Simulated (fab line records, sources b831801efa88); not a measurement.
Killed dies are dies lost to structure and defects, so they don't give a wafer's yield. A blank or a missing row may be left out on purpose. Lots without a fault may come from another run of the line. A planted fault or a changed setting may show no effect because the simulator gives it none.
Problem report in the 8D (eight disciplines) form, filled by code | flow gf180mcu | the parts of the form that need people (team, actions taken, sign-off) are left out

1. THE PROBLEM
run_length_s at GF_STI_WET_ETCH_26 reads a mean of 53 s on 6 wafers of 2 lots; wafers without a fault read 216 s with a standard deviation of 3.7. That is -44 standard deviations from the usual mean.
The step: etches SiO2 in dHF, target depth 94 nm, time 188 s.
First seen on wafer L682.3, day 5 19:17, on wet_bench-03. The record holds 42 wafers of 14 lots with a number at this step. Rule for "out", or "out of limits": more than 4 standard deviations from the usual mean. The other wafers with a number count as sound.

2. WHAT IT IS AND WHAT IT IS NOT
question                    | is                     | is not
which readings at this step | run_length_s           | -
which lots                  | L682, L683             | L665, L667, L668, L671, L672, L673, L674, L675, L677, L679, L681, L688
which wafers of those lots  | all that have a number | -
read on which tools         | wet_bench-03           | wet_bench-01, wet_bench-04
when                        | from day 5 19:17       | up to then (33 sound wafers); but 3 sound wafers of L688 came after

3. SUSPECTS, AND WHAT RULES EACH OUT
Counting: a tool at a process step up to the reading stays a suspect if it ran every lot that is out and no sound lot after the first of them.
- wet_bench-03 at GF_STI_WET_ETCH_26 (etches SiO2 in dHF, target depth 94 nm, time 188 s): kept. It ran every lot that is out, first L682 (day 5 19:17), and no sound lot after that; its last sound lot up to then is L681 (day 5 13:23). Its own readings are out on those wafers: run_length_s.
Left after counting: wet_bench-03 at GF_STI_WET_ETCH_26.

4. THE CAUSE (what the simulator had put in)
Process parameter drift: wet_bench-03, from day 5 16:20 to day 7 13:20, at GF_STI_WET_ETCH_26. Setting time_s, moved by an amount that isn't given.
Counting left only this tool.

5. THE CHAIN OF EFFECTS, in route order
Each row: a reading whose mean over the struck wafers that have a number lies more than 3 standard deviations from the usual. Only readings for which the record gives a usual standard deviation are gone through. hours: the time from each lot's start at the first step in this table that gives one to its start at this step, as a median over the lots. sigmas: the change in usual standard deviations.
hours | step               | reading      | usual | on struck wafers | change | sigmas
0     | GF_STI_WET_ETCH_26 | run_length_s | 216 s | 53               | -163   | -44
The process steps in it:
- GF_STI_WET_ETCH_26: etches SiO2 in dHF, target depth 94 nm, time 188 s.
Later measuring or inspecting steps at which every struck wafer that the step has a row for has a number for every such reading, and none has moved that far: GF_M1_RS_MEAS_05, GF_M1_OVL_MEAS_15.

6. WHAT WOULD HAVE CAUGHT IT SOONER
In this record the first reading out of limits was taken at day 5 19:17, 3 hours after the fault began at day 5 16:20.
